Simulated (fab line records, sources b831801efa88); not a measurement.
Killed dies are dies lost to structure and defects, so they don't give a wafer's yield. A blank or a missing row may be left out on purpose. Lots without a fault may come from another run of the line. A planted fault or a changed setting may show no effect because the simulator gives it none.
Chamber matching | flow sky130 | SKY_VIA2_HDPCVD_00 on hdpcvd-01: 3 sister chambers
The step deposits SiO2, target thk 1180 nm, time 196.7 s. 6 wafers are shown with their chamber, then 9 later ones without.

WAFERS WITH THEIR CHAMBER
wafer  | chamber | run_length_s (s)
L621.1 | 0       | 224.6
L622.1 | 0       | 224.4
L625.3 | 1       | 224.4
L634.1 | 1       | 224.9
L634.2 | 2       | 224.2
L634.5 | 2       | 223.8

WAFERS WITHOUT THEIR CHAMBER
wafer  | run_length_s (s)
L633.2 | 224.0
L633.4 | 224.3
L633.5 | 224.3
L636.2 | 223.9
L636.3 | 224.6
L636.6 | 224.5
L638.1 | 224.5
L638.3 | 224.7
L638.6 | 224.9

WHICH CHAMBER EACH WENT THROUGH
wafer  | from the rows above          | in truth
L633.2 | can't be placed: 2 or 0      | 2
L633.4 | can't be placed: 0 or 2 or 1 | 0
L633.5 | can't be placed: 0 or 2 or 1 | 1
L636.2 | can't be placed: 2 or 0      | 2
L636.3 | can't be placed: 1 or 0      | 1
L636.6 | can't be placed: 0 or 1 or 2 | 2
L638.1 | can't be placed: 0 or 1 or 2 | 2
L638.3 | can't be placed: 1 or 0      | 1
L638.6 | can't be placed: 1 or 0      | 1
Placed correctly: 0 of 9. Can't be placed from these rows: 9 (the true chamber is among the candidates in 9). Placed wrongly: 0.
How it was worked out, from the rows above alone: a wafer's distance from a chamber is the root of the sum, over the readings, of the square of ((its reading less the chamber's mean) divided by the reading's scatter). The wafer belongs to the nearest chamber; if the next one is less than 2 further off, it can't be placed. A chamber's mean is the mean of its shown wafers. The scatter: the root of (the sum of the squares of (reading less its chamber's mean) over the shown wafers, divided by (wafers less chambers)).
